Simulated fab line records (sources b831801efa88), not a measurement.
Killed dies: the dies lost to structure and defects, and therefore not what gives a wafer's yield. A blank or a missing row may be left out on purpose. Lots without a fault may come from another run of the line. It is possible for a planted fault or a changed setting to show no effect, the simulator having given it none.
fab line records	flow sky130
[record] lots = 12	wafers = 36	last-day = 50
route steps=708 shown METAL4@631 VIA4@651 PAD_OPEN@708
lots that met no fault: from a run of the same line without faults
start-h: hours from the record's opening day to when the first of the lot's shown wafers began	wait-h: hours elapsed since this lot's preceding step	" identical to the entry in the row above	L1.1+2: one row covering several wafers at once	- no value, or no start given	* or withheld: withheld	< > ~ a bound
route shown NAME@n: NAME is a module with steps in the file, n the number in the route of the first one	usual: average and standard deviation across the fault-free wafers	same: alike in all rows	chamber/n: place in a boat	sites: each site's reading	_std_site: the standard deviation of these	_edge_site: the outer-site mean with the inner-site mean subtracted	radius-mm: for every site, how far away it sits from the centre of the wafer	mask NAME#n: copy n	behind: the tool/chamber that last shaped the wafer	hold: what put the lot on hold/how long, in hours/how the hold closed	device: names the non-switching transistor (n, p or np)	end of line: the tests these same wafers got at the end of their route	step lacking rows: just its recipe	killed: the dies lost at the first sort to structure and to defects; this is not the yield of the wafer	map: per-die view of a wafer (x killed, . not killed, _ where there is no die)
set.NAME: the run value of the setting; set.NAME@STEP: its run value at that earlier step	model.NAME: the simulator's own value behind a step, which no gauge read
the route's steps for a sample of lots (tables are steps, rows are wafers)
services: the hour from which a tool's chamber was out of use, counted from the record's first day as start-h (under 0 if before that day), plus the number of hours and why
[[steps]]
[step SKY_METAL4_DESCUM_15]
[recipe] chemistry = O2	source-power-w = 150	bias-power-w = 0	pressure-mtorr = 10	temp-c = 40	time-s = 8
[usual] drypump-motor-current-A = 5.5/0.49	oes-product-au = 1.000/0.013
lot.wafer	tool	chamber	start-h	wait-h	drypump-motor-current-A	oes-product-au	rf-hours-counter-h
L225.2	rie-metal-03	1	998.89	0.0	5.6	1.005	-
L225.3	"	1	"	"	5.6	1.002	-
L225.6	"	1	"	"	5.6	1.008	-
L229.2	rie-metal-02	1	1018.91	0.0	4.9	0.988	7
L229.3	"	0	"	"	6.5	1.010	-
L229.6	"	0	"	"	6.4	1.018	-
L230.1	rie-metal-04	1	1024.83	0.0	5.3	0.997	14
L230.2	"	0	"	"	5.3	1.011	11
L230.4	"	1	"	"	5.3	0.986	-
L233.1	rie-metal-02	1	1057.28	0.0	5.0	0.996	9
L233.4	"	0	"	"	6.5	1.021	-
L233.6	"	1	"	"	5.0	0.990	-
L237.2	rie-metal-02	1	1075.11	0.0	4.9	0.988	10
L237.3	"	1	"	"	4.9	0.986	-
L237.4	"	0	"	"	6.5	1.015	-
L240.1	rie-metal-02	1	1090.72	0.0	4.9	0.986	12
L240.2	"	1	"	"	4.9	0.983	-
L240.6	"	1	"	"	5.0	0.983	-
L241.1	rie-metal-04	1	1095.91	0.0	5.3	0.978	18
L241.3	"	1	"	"	5.3	0.997	-
L241.6	"	0	"	"	5.3	1.011	-
L242.1	rie-metal-03	0	1099.26	0.0	6.1	1.002	17
L242.2	"	1	"	"	5.6	0.991	17
L242.6	"	1	"	"	5.6	0.999	-
L244.4	rie-metal-03	0	1113.59	0.0	6.0	1.009	-
L244.5	"	0	"	"	6.1	0.998	-
L244.6	"	1	"	"	5.6	0.996	-
L245.1	rie-metal-04	1	1117.08	0.0	5.3	0.981	20
L245.3	"	0	"	"	5.2	1.017	-
L245.4	"	1	"	"	5.3	0.980	-
L247.1	rie-metal-02	1	1133.56	0.0	4.9	0.990	15
L247.3	"	1	"	"	4.9	0.985	-
L247.6	"	1	"	"	4.9	0.998	-
L246.4	rie-metal-03	1	1137.39	0.0	5.6	1.000	-
L246.5	"	0	"	"	6.1	0.998	-
L246.6	"	1	"	"	5.6	1.005	-
[step SKY_METAL4_STRIP_19]
[recipe] chemistry = O2/N2	power-w = 1400	pressure-mtorr = 1500	platen-temp-c = withheld	o2-flow-sccm = 3000	n2-flow-sccm = 300	overash-fraction = 0.5
[usual] drypump-motor-current-A = 5.9/0.53	oes-product-au = 0.502/0.0058	strip-time-to-endpoint-s = 6.53/0.097
lot.wafer	tool	chamber	start-h	wait-h	drypump-motor-current-A	oes-product-au	rf-hours-counter-h	strip-time-to-endpoint-s
L225.2	plasma-asher-02	0	999.34	0.1	5.0	0.512	117	6.68
L225.3	"	1	"	"	6.0	0.502	-	6.48
L225.6	"	0	"	"	4.9	0.514	-	6.65
L229.2	plasma-asher-02	0	1019.24	0.1	5.0	0.497	119	6.49
L229.3	"	1	"	"	6.1	0.504	-	6.53
L229.6	"	1	"	"	6.1	0.506	-	6.53
L230.1	plasma-asher-02	1	1025.16	0.1	6.1	0.499	120	6.50
L230.2	"	0	"	"	5.0	0.499	120	6.52
L230.4	"	1	"	"	6.1	0.498	-	6.53
L233.1	plasma-asher-01	0	1057.61	0.1	6.6	0.489	93	6.37
L233.4	"	1	"	"	5.8	0.501	-	6.48
L233.6	"	0	"	"	6.6	0.499	-	6.46
L237.2	plasma-asher-01	1	1075.44	0.1	5.8	0.505	95	6.58
L237.3	"	1	"	"	5.8	0.502	-	6.54
L237.4	"	0	"	"	6.7	0.501	-	6.63
L240.1	plasma-asher-01	0	1091.17	0.1	6.6	0.511	97	6.70
L240.2	"	1	"	"	5.8	0.496	97	6.38
L240.6	"	0	"	"	6.6	0.489	-	6.42
L241.1	plasma-asher-03	1	1096.24	0.1	6.2	0.500	65	6.43
L241.3	"	1	"	"	6.2	0.502	-	6.63
L241.6	"	1	"	"	6.2	0.489	-	6.41
L242.1	plasma-asher-03	1	1099.59	0.1	6.2	0.494	66	6.44
L242.2	"	0	"	"	5.9	0.506	66	6.61
L242.6	"	0	"	"	6.0	0.502	-	6.65
L244.4	plasma-asher-02	1	1113.94	0.1	6.1	0.496	-	6.33
L244.5	"	1	"	"	6.1	0.494	-	6.38
L244.6	"	0	"	"	5.0	0.506	-	6.61
L245.1	plasma-asher-01	1	1117.41	0.1	5.8	0.507	100	6.66
L245.3	"	0	"	"	6.6	0.499	-	6.49
L245.4	"	1	"	"	5.8	0.502	-	6.68
L247.1	plasma-asher-01	0	1134.20	0.3	6.7	0.509	101	6.62
L247.3	"	0	"	"	6.7	0.500	-	6.57
L247.6	"	1	"	"	5.8	0.496	-	6.54
L246.4	plasma-asher-03	1	1137.92	0.2	6.2	0.506	-	6.67
L246.5	"	1	"	"	6.2	0.514	-	6.74
L246.6	"	0	"	"	6.0	0.502	-	6.66
[step SKY_VIA4_ETCH_12]
[recipe] target = SiO2	chemistry = C4F8/O2/Ar	stop-on = TiN	mask-material = NOVOLAK	source-w = 1500	bias-w = 1200	pressure-mtorr = 40	c4f8-flow-sccm = withheld	O2_flow_sccm = 6	Ar_flow_sccm = 300	time-s = withheld	target-depth-a = 5800
[usual] bias-w = 1200/3.7	oes-product-au = 0.926/0.0046
lot.wafer	tool	chamber	start-h	wait-h	bias-w	oes-product-au
L225.2	rie-diel-02	2	1023.18	0.0	1202	0.928
L225.3	"	0	"	"	1204	0.930
L225.6	"	0	"	"	1201	0.921
L229.2	rie-diel-04	3	1043.11	0.0	1129	0.926
L229.3	"	0	"	"	1120	0.925
L229.6	"	1	"	"	1126	0.930
L230.1	rie-diel-01	1	1049.18	0.0	1202	0.917
L230.2	"	0	"	"	1199	0.925
L230.4	"	2	"	"	1200	0.925
L233.1	rie-diel-04	1	1079.53	0.0	1124	0.934
L233.4	"	3	"	"	1128	0.930
L233.6	"	0	"	"	1126	0.927
L237.2	rie-diel-01	3	1097.83	0.0	1202	0.931
L237.3	"	1	"	"	1197	0.925
L237.4	"	0	"	"	1205	0.930
L240.1	rie-diel-01	2	1113.11	0.0	1200	0.928
L240.2	"	0	"	"	1200	0.924
L240.6	"	0	"	"	1205	0.925
L241.1	rie-diel-01	3	1117.36	0.0	1198	0.929
L241.3	"	1	"	"	1198	0.924
L241.6	"	3	"	"	1193	0.931
L242.1	rie-diel-02	1	1120.66	0.0	1206	0.928
L242.2	"	3	"	"	1203	0.930
L242.6	"	3	"	"	1208	0.925
L244.4	rie-diel-04	1	1134.88	0.0	1198	0.929
L244.5	"	2	"	"	1199	0.919
L244.6	"	1	"	"	1196	0.922
L245.1	rie-diel-02	2	1138.21	0.0	1199	0.926
L245.3	"	0	"	"	1202	0.922
L245.4	"	1	"	"	1203	0.928
L247.1	rie-diel-04	0	1154.03	0.0	1196	0.923
L247.3	"	1	"	"	1198	0.931
L247.6	"	2	"	"	1200	0.921
L246.4	rie-diel-01	2	1157.28	0.0	1203	0.922
L246.5	"	1	"	"	1197	0.933
L246.6	"	2	"	"	1202	0.923
[step SKY_VIA4_RS_MEAS_19]
[recipe] thk-meas-gauge = four-point-probe	reads = W_of_VIA4_CVD_18+TiN_of_VIA4_SPUTTER_17
[usual] VIA4_W_RS = 0.2250/0.0024
lot.wafer	tool	chamber	start-h	wait-h	VIA4_W_RS[ohm/sq]
L225.2	film-metro-01	-	1024.12	0.1	0.2258
L225.3	"	-	"	"	0.2262
L225.6	"	-	"	"	0.2258
L229.2	film-metro-02	-	1044.01	0.1	0.2263
L229.3	"	-	"	"	0.2271
L229.6	"	-	"	"	0.2264
L230.1	film-metro-02	-	1050.05	0.1	0.2266
L230.2	"	-	"	"	0.2278
L230.4	"	-	"	"	0.2255
L233.1	film-metro-02	-	1080.41	0.1	0.2242
L233.4	"	-	"	"	0.2241
L233.6	"	-	"	"	0.2223
L237.2	film-metro-01	-	1098.76	0.1	0.2267
L237.3	"	-	"	"	0.2259
L237.4	"	-	"	"	0.2282
L240.1	film-metro-01	-	1113.99	0.1	0.2214
L240.2	"	-	"	"	0.2213
L240.6	"	-	"	"	0.2204
L241.1	film-metro-04	-	1118.44	0.1	0.2251
L241.3	"	-	"	"	0.2303
L241.6	"	-	"	"	0.2244
L242.1	film-metro-01	-	1121.54	0.1	0.2244
L242.2	"	-	"	"	0.2267
L242.6	"	-	"	"	0.2246
L244.4	film-metro-04	-	1135.97	0.2	0.2223
L244.5	"	-	"	"	0.2220
L244.6	"	-	"	"	0.2225
L245.1	film-metro-01	-	1139.17	0.1	0.2284
L245.3	"	-	"	"	0.2246
L245.4	"	-	"	"	0.2294
L247.1	film-metro-04	-	1155.67	0.1	0.2225
L247.3	"	-	"	"	0.2241
L247.6	"	-	"	"	0.2213
L246.4	film-metro-02	-	1158.77	0.1	0.2234
L246.5	"	-	"	"	0.2254
L246.6	"	-	"	"	0.2253
[step SKY_PAD_OPEN_PROBE_99]
[usual] defect-limited-yield = 82.5/2	killed_at_M0_to_M3 = 44/7.4	killed_at_M4_up = 3.0/1.8	killed-at-contacts = 24/5.1	killed-at-front-end = 15/4.3	killed-at-other = 0.3/0.54	killed-dies = 86/9.9	killed-open = 47/7.1	killed-short = 38/6.7	sort_bin_3_pad_short = 0.8/0.39	sort_bin_5_function = 10.4/1.5	sort_bin_6_memory = 6.2/1.2	sort-n-pass = 406/9.9	sort-yield-pct = 82.5/2
[same] gross-dies = 492	killed-at-back-side = 0	sort_bin_4_leakage[%] = 0	sort_bin_8_speed[%] = 0
lot.wafer	tool	chamber	start-h	wait-h	defect-limited-yield[%]	killed_at_M0_to_M3	killed_at_M4_up	killed-at-contacts	killed-at-front-end	killed-at-other	killed-dies	killed-open	killed-short	sort_bin_3_pad_short[%]	sort_bin_5_function[%]	sort_bin_6_memory[%]	sort-n-pass	sort-yield-pct[%]
L233.1	prober-01	-	1143.98	0.1	80.7	55	4	23	12	1	95	53	42	1.0	11.0	7.3	397	80.7
L233.4	prober-01	-	1144.13	0.2	82.9	34	5	30	14	1	84	38	46	0.6	9.6	6.9	408	82.9
L233.6	prober-01	-	1144.23	0.2	83.5	47	1	22	11	0	81	48	33	1.2	9.1	6.1	411	83.5
L241.1	prober-01	-	1179.26	0.1	85.0	46	1	15	12	0	74	42	32	1.0	10.0	4.1	418	85.0
L241.3	prober-01	-	1179.36	0.2	82.1	58	0	16	14	0	88	50	38	1.0	10.6	6.3	404	82.1
L241.6	prober-01	-	1179.51	0.2	82.3	38	5	25	18	1	87	50	37	0.4	12.6	4.7	405	82.3
// killed by level:class
L233.1 CONTACT:geometric-particle:open=11 VIA1:geometric-particle:short=9 VIA1:geometric-particle:open=9 METAL1:geometric-particle:short=8 VIA3:geometric-particle:open=7 METAL2:geometric-particle:short=6 VIA2:geometric-particle:open=6 LI_CONTACT:geometric-particle:open=5
L233.4 CONTACT:geometric-particle:open=10 LI_CONTACT:geometric-particle:short=8 FIELD_ISO:geometric-particle:short=7 METAL1:geometric-particle:short=7 VIA3:geometric-particle:open=6 CONTACT:geometric-particle:short=5 FIELD_ISO:geometric-particle:open=4 LI_CONTACT:geometric-particle:open=4
L233.6 VIA1:geometric-particle:open=12 VIA2:geometric-particle:open=10 LI_CONTACT:geometric-particle:open=8 CONTACT:geometric-particle:open=7 POLY_GATE:geometric-particle:short=6 METAL1:geometric-particle:short=6 VIA1:geometric-particle:short=5 VIA3:geometric-particle:open=5
L241.1 VIA1:geometric-particle:open=18 CONTACT:geometric-particle:open=7 FIELD_ISO:geometric-particle:open=5 VIA2:geometric-particle:short=5 METAL1:geometric-particle:short=5 METAL3:geometric-particle:short=5 VIA2:geometric-particle:open=4 METAL2:geometric-particle:short=3
L241.3 VIA1:geometric-particle:open=12 METAL1:geometric-particle:short=8 LI_CONTACT:geometric-particle:open=7 VIA2:geometric-particle:open=7 VIA3:geometric-particle:open=6 VIA1:geometric-particle:short=5 VIA3:geometric-particle:short=5 CONTACT:geometric-particle:open=5
L241.6 CONTACT:geometric-particle:open=11 LI_CONTACT:geometric-particle:open=9 VIA1:geometric-particle:open=8 VIA3:geometric-particle:open=8 VIA1:geometric-particle:short=7 FIELD_ISO:geometric-particle:short=6 VIA2:geometric-particle:open=5 METAL4:geometric-particle:short=4
[[services]]
tool	chamber	start-h	hours	kind
rie-diel-04	3	982.85	1.9	repair
rie-diel-04	-	984.46	0.5	repair
rie-diel-02	-	991.60	0.7	repair
rie-diel-02	-	995.46	2.2	repair
plasma-asher-01	-	1015.86	9.2	repair
rie-diel-02	1	1022.27	7.2	repair
plasma-asher-01	-	1028.03	6.2	repair
rie-diel-01	-	1046.35	0.6	repair
rie-diel-01	0	1052.26	5.7	repair
plasma-asher-02	-	1055.25	9.0	pm
plasma-asher-02	0	1055.25	9.0	vent-cycle
plasma-asher-02	1	1055.25	9.0	vent-cycle
plasma-asher-02	0	1064.25	-	clean
plasma-asher-03	-	1072.20	14.6	pm
rie-metal-02	0	1079.55	13.5	repair
rie-diel-04	2	1094.87	12.6	repair
rie-diel-01	3	1103.37	3.7	repair
rie-metal-02	0	1127.96	-	clean
rie-metal-02	0	1127.96	-	consumable-replace:focus-ring
rie-metal-02	0	1127.96	15.6	scheduled-down
rie-metal-02	0	1127.96	15.6	vent-cycle
rie-diel-02	1	1148.20	10.1	repair
plasma-asher-02	-	1155.32	5.0	repair
rie-diel-02	3	1156.93	8.7	repair
[[key]]
[first-sign] step = SKY_VIA4_ETCH_12	reading = bias-w	direction = down	sigmas = 20	usual = 1200	struck = 1125
effect none on later readings
met-at SKY_VIA4_ETCH_12
struck-lots L229,L233
not-acting-at SKY_METAL4_DESCUM_15,SKY_METAL4_STRIP_19,SKY_VIA4_RS_MEAS_19
[fault] kind = process-parameter-drift	tool = rie-diel-04	chamber = -	onset-h = 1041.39	steps = SKY_VIA4_ETCH_12	channel = bias-w	offset = -71.956	shape = step	end-h = 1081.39	acts-in = these-recipes-only	stated = 1200
